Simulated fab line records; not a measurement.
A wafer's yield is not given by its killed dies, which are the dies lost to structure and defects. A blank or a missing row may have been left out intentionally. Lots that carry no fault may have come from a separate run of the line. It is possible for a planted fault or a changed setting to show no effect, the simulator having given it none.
fab line records	flow sky130
[record] lots = 6	wafers = 18	lastDay = 50
route steps=708 shown NWELL@77 PWDE@84 VT_ADJUST_HVTP@85 PAD_OPEN@708
lots with no fault: from the same line, run without faults
startH: the number of hours between the record's first day and the start of the first shown wafer of the lot	waitH: how many hours have passed since the lot's step before this one	" identical to the entry in the row above	L1.1+2: one row covering several wafers at once	- no value, or no start given	* or withheld: withheld	< > ~ a bound
route shown NAME@n: a module of which the file shows steps, and the number in the route of the first	usual: average and standard deviation across the fault-free wafers	same: alike in all rows	chamber/n: place in a boat	sites: readings site by site	_std_site: standard deviation across them	_edge_site: inner sites' mean taken away from outer sites' mean	radiusMm: how far each site lies from the wafer's centre	mask NAME#n: copy n	behind: the most recent tool/chamber to have shaped the wafer	hold: why the lot was held/for how many hours/how that ended	device: the n, p or np transistor that did not switch	end of line: the tests these same wafers got at the end of their route	a step with no rows: only its recipe	killed: dies that structure and defects cost at the first sort, which is not the same as the wafer's yield	map: a wafer's dies, marking killed ones x, the rest . and places with no die _
set.NAME: the run value of the setting; set.NAME@STEP: its run value at that earlier step	model.NAME: the simulator's own value behind a step, which no gauge read
lots at some steps of the route; a table a step, a row a wafer
services: a tool's chamber out of use, with start hour (startH, from the record's first day; less than 0 if before it), hours out, and reason
[[steps]]
[step SKY_NWELL_IMPLANT_24]
[recipe] species = B	energyKev = 137.3	doseCm2 = 9.2e+12	tiltDeg = withheld
[step SKY_NWELL_STRIP_25]
[recipe] chemistry = O2/N2	powerW = 1400	pressureMtorr = 1500	platenTempC = withheld	o2FlowSccm = 3000	n2FlowSccm = 300	overashFraction = 0.5
[usual] drypumpMotorCurrentA = 5.7/0.44	oesProductAu = 0.722/0.0046	stripTimeToEndpointS = 36.85/0.13
lot.wafer	tool	chamber	startH	waitH	drypumpMotorCurrentA	oesProductAu	rfHoursCounterH	stripTimeToEndpointS
L738.2	plasmaAsher-02	1	165.02	0.1	5.8	0.715	49	36.97
L738.3	"	1	"	"	5.8	0.719	-	36.81
L738.4	"	0	"	"	5.6	0.721	-	37.09
L739.2	plasmaAsher-01	1	168.99	0.1	5.4	0.721	45	36.67
L739.4	"	0	"	"	6.3	0.724	-	36.66
L739.6	"	0	"	"	6.3	0.714	-	36.77
L742.2	plasmaAsher-01	0	182.87	0.1	6.4	0.721	46	36.91
L742.4	"	1	"	"	5.4	0.723	-	37.03
L742.5	"	1	"	"	5.4	0.726	-	37.04
L747.3	plasmaAsher-01	0	213.05	0.1	6.4	0.724	-	36.64
L747.5	"	1	"	"	5.4	0.722	-	36.73
L747.6	"	0	"	"	6.4	0.723	-	36.72
L749.1	plasmaAsher-01	1	226.92	0.1	5.4	0.729	51	36.77
L749.4	"	1	"	"	5.4	0.717	-	36.87
L749.6	"	1	"	"	5.4	0.719	-	36.67
L752.1	plasmaAsher-02	0	241.71	0.1	5.6	0.729	59	36.72
L752.5	"	1	"	"	5.8	0.715	-	36.74
L752.6	"	0	"	"	5.6	0.723	-	36.75
[step SKY_NWELL_TW_MEAS_26]
[usual] NWELL_2_TW = 494/9.5
lot.wafer	tool	chamber	startH	waitH	NWELL_2_TW
L738.2	filmMetro-04	-	165.13	0.1	506
L738.3	"	-	"	"	507
L738.4	"	-	"	"	507
L739.2	filmMetro-01	-	169.10	0.1	493
L739.4	"	-	"	"	491
L739.6	"	-	"	"	490
L742.2	filmMetro-02	-	182.98	0.1	487
L742.4	"	-	"	"	485
L742.5	"	-	"	"	483
L747.3	filmMetro-01	-	213.14	0.1	491
L747.5	"	-	"	"	489
L747.6	"	-	"	"	491
L749.1	filmMetro-04	-	227.02	0.1	506
L749.4	"	-	"	"	505
L749.6	"	-	"	"	506
L752.1	filmMetro-04	-	241.81	0.1	504
L752.5	"	-	"	"	505
L752.6	"	-	"	"	506
[step SKY_NWELL_CLEAN_27]
[recipe] chemistry = SC1/SC2	mix = 1:4:20	tempC = 70	timeS = 150	dry = n2Spin
[step SKY_NWELL_RTA_28]
[recipe] tempC = 1050	timeS = 30	idleTempC = 650	rampUpCPerS = 150	rampDownCPerS = 90	ambient = N2
[usual] annealTempCMax = 1055.8/2.2	lampPowerPct = 25.31/0.053	wafer_temp_C_max = 1054.7/0.84
lot.wafer	tool	chamber	startH	waitH	annealTempCMax	lampPowerPct	wafer_temp_C_max
L738.2	rtpAnneal-02	0	165.26	0.0	1054.0	25.30	1054.3
L738.3	"	0	"	"	1053.5	25.24	1055.1
L738.4	"	0	"	"	1054.2	25.35	1054.5
L739.2	rtpAnneal-01	0	169.22	0.0	1059.0	25.32	1054.9
L739.4	"	0	"	"	1056.8	25.28	1055.5
L739.6	"	0	"	"	1058.4	25.32	1054.8
L742.2	rtpAnneal-02	0	183.09	0.0	1053.4	25.39	1053.7
L742.4	"	0	"	"	1053.0	25.26	1054.3
L742.5	"	0	"	"	1052.1	25.37	1056.6
L747.3	rtpAnneal-01	0	213.26	0.0	1056.8	25.29	1054.3
L747.5	"	0	"	"	1058.9	25.32	1054.8
L747.6	"	0	"	"	1055.6	25.32	1056.3
L749.1	rtpAnneal-02	0	227.14	0.0	1054.0	25.34	1054.3
L749.4	"	0	"	"	1055.5	25.39	1054.3
L749.6	"	0	"	"	1054.1	25.52	1055.3
L752.1	rtpAnneal-01	0	241.93	0.0	1057.9	25.34	1054.5
L752.5	"	0	"	"	1057.7	25.37	1053.3
L752.6	"	0	"	"	1058.1	25.20	1055.4
[step SKY_NWELL_RS_MEAS_29]
[recipe] thkMeasGauge = four-point-probe
[usual] NWELL_RS = 624.4/1.5
lot.wafer	tool	chamber	startH	waitH	NWELL_RS[ohm/sq]
L738.2	filmMetro-02	-	165.45	0.2	625.9
L738.3	"	-	"	"	623.6
L738.4	"	-	"	"	626.0
L739.2	filmMetro-02	-	169.32	0.1	623.4
L739.4	"	-	"	"	623.6
L739.6	"	-	"	"	622.4
L742.2	filmMetro-04	-	183.20	0.1	623.4
L742.4	"	-	"	"	624.1
L742.5	"	-	"	"	624.0
L747.3	filmMetro-04	-	213.37	0.1	623.9
L747.5	"	-	"	"	625.3
L747.6	"	-	"	"	625.9
L749.1	filmMetro-02	-	227.24	0.1	623.5
L749.4	"	-	"	"	622.6
L749.6	"	-	"	"	624.1
L752.1	filmMetro-02	-	242.03	0.1	621.6
L752.5	"	-	"	"	624.4
L752.6	"	-	"	"	624.4
[step SKY_NWELL_RS_MEAS_31]
[recipe] thkMeasGauge = four-point-probe
[usual] PWDE_RS = 5270/16
lot.wafer	tool	chamber	startH	waitH	PWDE_RS[ohm/sq]
L738.2	filmMetro-02	-	165.69	0.1	5265
L738.3	"	-	"	"	5254
L738.4	"	-	"	"	5262
L739.2	filmMetro-02	-	169.56	0.1	5272
L739.4	"	-	"	"	5268
L739.6	"	-	"	"	5259
L742.2	filmMetro-04	-	183.44	0.1	5287
L742.4	"	-	"	"	5271
L742.5	"	-	"	"	5284
L747.3	filmMetro-04	-	213.61	0.1	5282
L747.5	"	-	"	"	5283
L747.6	"	-	"	"	5278
L749.1	filmMetro-02	-	227.48	0.1	5259
L749.4	"	-	"	"	5264
L749.6	"	-	"	"	5250
L752.1	filmMetro-02	-	242.27	0.1	5251
L752.5	"	-	"	"	5276
L752.6	"	-	"	"	5259
[step SKY_VT_ADJUST_HVTP_DEHYDRATE_00]
[recipe] tempC = 200	timeS = 60
[step SKY_VT_ADJUST_HVTP_HMDS_01]
[recipe] primeTimeS = 60	primeTempC = 120
[step SKY_VT_ADJUST_HVTP_COAT_02]
[recipe] resist = NOVOLAK	spinRpm = 3000	resistThkNm = 1140
[step SKY_VT_ADJUST_HVTP_SOFTBAKE_03]
[recipe] tempC = 90	timeS = 60	resist = NOVOLAK
[step SKY_VT_ADJUST_HVTP_EXPOSE_04]
[recipe] maskId = HVTPM	na = 0.6	sourceShape = conventional	sigmaOuter = 0.6	polarization = unpolarized	targetCdNm = 380	doseMj = 140
lot.wafer	tool	chamber	startH	waitH	mask	model.VT_ADJUST_HVTP.overlayXNm
L738.2+3+4	ilineStepper-01	0	176.63	-	HVTPM#0	-1.759
L739.2+4+6	ilineStepper-02	0	180.58	-	HVTPM#0	-0.2098
L742.2+4+5	ilineStepper-02	0	193.42	-	HVTPM#0	278.8
L747.3+5+6	ilineStepper-02	0	224.86	-	HVTPM#0	277.1
L749.1+4+6	ilineStepper-01	0	238.80	-	HVTPM#0	0.1847
L752.1+5+6	ilineStepper-01	0	254.56	-	HVTPM#0	0.09506
[step SKY_VT_ADJUST_HVTP_PEB_05]
[recipe] tempC = withheld	timeS = *	resist = NOVOLAK
[step SKY_VT_ADJUST_HVTP_DEVELOP_06]
[recipe] resist = NOVOLAK	developer = TMAH	developTimeS = 60	devTempC = 23
[step SKY_VT_ADJUST_HVTP_CD_MEAS_07]
[recipe] targetCdNm = 380
[usual] cdNm = 380.4/2.5
lot.wafer	tool	chamber	startH	waitH	cdNm
L738.2	cdSem-01	-	186.17	0.1	382.7
L738.3	"	-	"	"	380.1
L738.4	"	-	"	"	381.4
L739.2	cdSem-01	-	190.55	0.1	379.7
L739.4	"	-	"	"	378.7
L739.6	"	-	"	"	376.7
L742.2	cdSem-02	-	203.37	0.1	382.0
L742.4	"	-	"	"	381.4
L742.5	"	-	"	"	379.0
L747.3	cdSem-01	-	234.94	0.1	379.2
L747.5	"	-	"	"	380.0
L747.6	"	-	"	"	377.4
L749.1	cdSem-02	-	250.05	0.1	380.6
L749.4	"	-	"	"	379.1
L749.6	"	-	"	"	382.3
L752.1	cdSem-02	-	265.78	0.1	378.3
L752.5	"	-	"	"	378.2
L752.6	"	-	"	"	380.7
[step SKY_VT_ADJUST_HVTP_OVL_MEAS_08]
[usual] VT_ADJUST_HVTP_OVL = 0.0/1.2
lot.wafer	tool	chamber	startH	waitH	VT_ADJUST_HVTP_OVL[nm]
L738.2	overlay-02	-	186.27	0.1	-2.6
L738.3	"	-	"	"	-1.9
L738.4	"	-	"	"	-1.2
L739.2	overlay-01	-	190.66	0.1	-0.9
L739.4	"	-	"	"	-0.1
L739.6	"	-	"	"	-2.2
L742.2	overlay-02	-	203.47	0.1	278.9
L742.4	"	-	"	"	279.9
L742.5	"	-	"	"	278.0
L747.3	overlay-02	-	235.03	0.1	278.0
L747.5	"	-	"	"	277.3
L747.6	"	-	"	"	277.5
L749.1	overlay-01	-	250.17	0.1	0.9
L749.4	"	-	"	"	-1.3
L749.6	"	-	"	"	-2.2
L752.1	overlay-01	-	265.90	0.1	-0.9
L752.5	"	-	"	"	-0.1
L752.6	"	-	"	"	0.0
[step SKY_VT_ADJUST_HVTP_IMPLANT_09]
[recipe] species = As	energyKev = 150	doseCm2 = 4.3e+12	tiltDeg = withheld
[step SKY_PAD_OPEN_PROBE_99]
[usual] killed_at_M0_to_M3 = 43/7.5	killed_at_M4_up = 3.2/1.9	killedAtContacts = 24/4.9	killedAtFrontEnd = 15/4.3	killedAtOther = 0.4/0.72	killedDies = 86/9.1	killedOnRim = 17/3.8	killedOpen = 47/6.5	killedShort = 39/6.5
[same] grossDies = 492	killedAtBackSide = 0
lot.wafer	tool	chamber	startH	waitH	killed_at_M0_to_M3	killed_at_M4_up	killedAtContacts	killedAtFrontEnd	killedAtOther	killedDies	killedOnRim	killedOpen	killedShort
L738.3	prober-01	-	1148.88	0.2	42	1	18	23	0	84	15	42	40
L739.2	prober-02	-	1151.04	0.1	58	3	25	20	0	106	21	49	57
L739.4	prober-02	-	1151.14	0.2	38	6	25	17	0	86	17	53	33
L739.6	prober-02	-	1151.24	0.2	56	1	24	15	0	96	19	51	45
L742.2	prober-01	-	1162.47	0.1	47	3	25	330	0	405	87	49	45
L742.4	prober-01	-	1162.57	0.2	48	3	26	331	0	408	74	61	42
L742.5	prober-01	-	1162.62	0.2	40	0	24	341	1	406	83	49	37
L747.3	prober-02	-	1188.42	0.2	50	3	20	316	1	390	83	54	32
L747.5	prober-02	-	1188.52	0.2	40	2	28	329	0	399	79	42	43
L747.6	prober-02	-	1188.57	0.2	43	3	21	340	0	407	78	44	41
L749.1	prober-01	-	1191.11	0.1	25	1	27	16	0	69	9	42	27
L749.4	prober-01	-	1191.26	0.2	43	3	20	10	0	76	15	40	36
L749.6	prober-01	-	1191.36	0.2	57	3	23	13	0	96	23	48	44
// killed by level:class
L738.3 VIA3:geometricParticle:open=10 FIELD_ISO:geometricParticle:open=7 METAL1:geometricParticle:short=6 CONTACT:geometricParticle:open=6 METAL2:geometricParticle:short=6 CONTACT:geometricParticle:short=5 POLY_GATE:geometricParticle:open=4 LI_CONTACT:geometricParticle:open=4
L739.2 VIA1:geometricParticle:short=12 VIA1:geometricParticle:open=11 VIA3:geometricParticle:open=10 METAL2:geometricParticle:short=8 LOCAL_INTERCONNECT:geometricParticle:short=6 CONTACT:geometricParticle:short=6 CONTACT:geometricParticle:open=6 POLY_GATE:geometricParticle:open=5
L739.4 VIA1:geometricParticle:open=12 CONTACT:geometricParticle:open=10 LI_CONTACT:geometricParticle:open=7 VIA1:geometricParticle:short=6 FIELD_ISO:geometricParticle:open=5 VIA3:geometricParticle:open=5 LOCAL_INTERCONNECT:geometricParticle:short=4 POLY_GATE:geometricParticle:short=4
L739.6 CONTACT:geometricParticle:open=10 VIA2:geometricParticle:open=8 VIA1:geometricParticle:open=8 LI_CONTACT:geometricParticle:open=7 FIELD_ISO:geometricParticle:short=6 METAL1:geometricParticle:short=6 VIA1:geometricParticle:short=6 METAL2:geometricParticle:short=6
L742.2 VT_ADJUST_HVTP:overlay=311 CONTACT:geometricParticle:open=12 VIA2:geometricParticle:open=10 METAL1:geometricParticle:short=9 LOCAL_INTERCONNECT:geometricParticle:short=7 VIA1:geometricParticle:open=7 METAL3:geometricParticle:short=6 POLY_GATE:geometricParticle:open=5
L742.4 VT_ADJUST_HVTP:overlay=305 CONTACT:geometricParticle:open=12 VIA1:geometricParticle:open=11 LI_CONTACT:geometricParticle:open=7 METAL2:geometricParticle:short=7 POLY_GATE:geometricParticle:open=6 VIA2:geometricParticle:open=6 FIELD_ISO:geometricParticle:open=5
L742.5 VT_ADJUST_HVTP:overlay=320 CONTACT:geometricParticle:open=11 VIA2:geometricParticle:open=7 VIA1:geometricParticle:short=6 LOCAL_INTERCONNECT:geometricParticle:short=6 METAL1:geometricParticle:short=6 VIA1:geometricParticle:open=6 VIA3:geometricParticle:open=6
L747.3 VT_ADJUST_HVTP:overlay=304 VIA1:geometricParticle:open=12 CONTACT:geometricParticle:open=9 VIA3:geometricParticle:open=7 VIA2:geometricParticle:open=7 POLY_GATE:geometricParticle:open=4 VIA1:geometricParticle:short=4 METAL2:geometricParticle:short=4
L747.5 VT_ADJUST_HVTP:overlay=314 LI_CONTACT:geometricParticle:open=8 LI_CONTACT:geometricParticle:short=7 METAL1:geometricParticle:short=7 CONTACT:geometricParticle:open=7 VIA1:geometricParticle:open=6 VIA2:geometricParticle:open=6 FIELD_ISO:geometricParticle:short=5
L747.6 VT_ADJUST_HVTP:overlay=322 VIA1:geometricParticle:open=10 CONTACT:geometricParticle:open=9 FIELD_ISO:geometricParticle:short=8 LI_CONTACT:geometricParticle:open=7 METAL2:geometricParticle:short=6 LOCAL_INTERCONNECT:geometricParticle:short=5 VIA2:geometricParticle:open=5
L749.1 CONTACT:geometricParticle:open=9 FIELD_ISO:geometricParticle:open=8 LI_CONTACT:geometricParticle:open=7 VIA1:geometricParticle:open=6 CONTACT:geometricParticle:short=6 FIELD_ISO:geometricParticle:short=4 VIA3:geometricParticle:open=4 POLY_GATE:geometricParticle:short=3
L749.4 VIA1:geometricParticle:open=9 VIA3:geometricParticle:open=9 CONTACT:geometricParticle:short=7 LI_CONTACT:geometricParticle:open=5 CONTACT:geometricParticle:open=5 METAL1:geometricParticle:short=5 VIA1:geometricParticle:short=4 VIA2:geometricParticle:short=4
L749.6 VIA1:geometricParticle:open=13 CONTACT:geometricParticle:open=11 VIA1:geometricParticle:short=9 METAL1:geometricParticle:short=8 VIA3:geometricParticle:open=6 METAL2:geometricParticle:short=6 VIA2:geometricParticle:open=6 LI_CONTACT:geometricParticle:open=4
// map L742.4 (x killed, . not)
__________xxxx..x.xx_________
________x.xxxx.xxxxx.x_______
______.xxxxxx.xxxxxxxx.x_____
_____x.xxxxxxx.xx.xxxxxx.____
____xxxxxxxxxx.xxxxxxxxxx.___
___xx.xxxxxxx.x.xxxx.x..xx.__
__x.xxxxxxxxx.xxxxxxxxxxxxxx_
_xxxxxxxxxxx.xxxxxxx.xxx...xx
_xxx.xxxxxxxxxxxx...xxxxxxxx.
_xxxxxxx..xxxxx..xxxxxxxxxxx.
_xxxxxxxxxx.x.xxxxxxxxxxxxxxx
_xxxxxxxxxxxxxxxxxx.xxxxxxx.x
_xxx.xxx.xxx.xxxxxxx.xxx.x.xx
_xxxxxxxx.xxxxxxxx.xxxxx..xx.
_.xxxxx.xxx..xx.xxxx.xx.xxxxx
__.xxxxxxxxxxxx.x.xxxxxxxxxx_
___xxxx.xx.xx.xxx.xxxx..xxx__
____x.xxx.xxxxxxxx.xxxxxxx___
_____.xx.xxx.xxx.xxxxxxxx____
______xxxx.xxxxxxxxx.xxx_____
________xxx..xxxxxx..x_______
__________xxxx.xxxxx_________
// map L747.6 (x killed, . not)
__________xxxxx..xxx_________
________xxxx.xxxxxx.xx_______
______xxxxxxx.xxxxx.xxxx_____
_____xxxxxxxxxxxxxx.xxx.x____
____xxxxx.xxxxxxxxxxxxxx.x___
___xxx.xx.xxx.xxxxx..x.xxxx__
__xxxxxxxxxxx.xxx.xxxxxxxxxx_
_xxxxxxxx.xxxxxxx.xx.xxxxxxxx
_.xxxxxxx.x..xxxx.xx.xxx.xxxx
_xxxxxxxxx.xxxxx.xxxxxxx.xx.x
_.xxxxxxxxxxxx.xxxxx.xxxx.xxx
_xxxxxxxxxxxxxxxxx..xxxxx.xxx
_xx.xxxxxx.x.xxxxxxxx.xx..xx.
_.xxxxxxx.xxx.xx..x.xxxx.xxxx
_xxxxxxxxxxxx.xxx.x.xxxxxxxxx
__.xxxx.xx.xxx..xxxx.xxxxx.x_
___xxx.xxxxx.xxxxxxxxxxxxxx__
____xxxxxxxx.xxxxxxxxxx.xx___
_____xxx.x.xxxxx.xxx.xxxx____
______x.x.x.xxxxx.x..xxx_____
________.xxxxx..xxxxxx_______
__________.x.xx..xx._________
[[services]]
tool	chamber	startH	hours	kind
ilineStepper-01	-	147.87	2.6	repair
rtpAnneal-01	-	158.33	4.3	pm
ilineStepper-01	-	162.22	4.4	pm
ilineStepper-02	-	172.31	1.7	pm
ilineStepper-01	0	177.36	-	calibration
ilineStepper-02	-	206.47	8.9	pm
plasmaAsher-01	-	206.61	5.0	repair
ilineStepper-01	-	229.51	1.7	pm
[[key]]
[firstSign] step = SKY_VT_ADJUST_HVTP_OVL_MEAS_08	reading = VT_ADJUST_HVTP_OVL	direction = up	sigmas = 99+	usual = 0.0	struck = 278.3
[effect] step = SKY_PAD_OPEN_PROBE_99	reading = killedAtFrontEnd	direction = up	sigmas = 73	usual = 15	struck = 331
[modelEffect] step = SKY_VT_ADJUST_HVTP_EXPOSE_04	value = VT_ADJUST_HVTP.overlayXNm	without = -0.2328	struck = 277.9
[moreKillsBornAt] SKY_VT_ADJUST_HVTP_EXPOSE_04@ilineStepper-02 = 1876
metAt SKY_VT_ADJUST_HVTP_EXPOSE_04
struckWafers L742.2,L742.4,L742.5,L747.3,L747.5,L747.6
testerLeftOut L742,L747
onsetBetween 180.58 193.42
[fault] kind = scannerMatchingOverlay	tool = ilineStepper-02	chamber = -	onsetH = 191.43	steps = SKY_VT_ADJUST_HVTP_EXPOSE_04	offset = 278.15
// testerLeftOut: of these lots the tester's yield and bins aren't shown, on N5 and GAA mostly nor the transistor test; their killed dies are dies lost to structure and defects alone, not to doping, threshold or leakage, so they don't give the yield
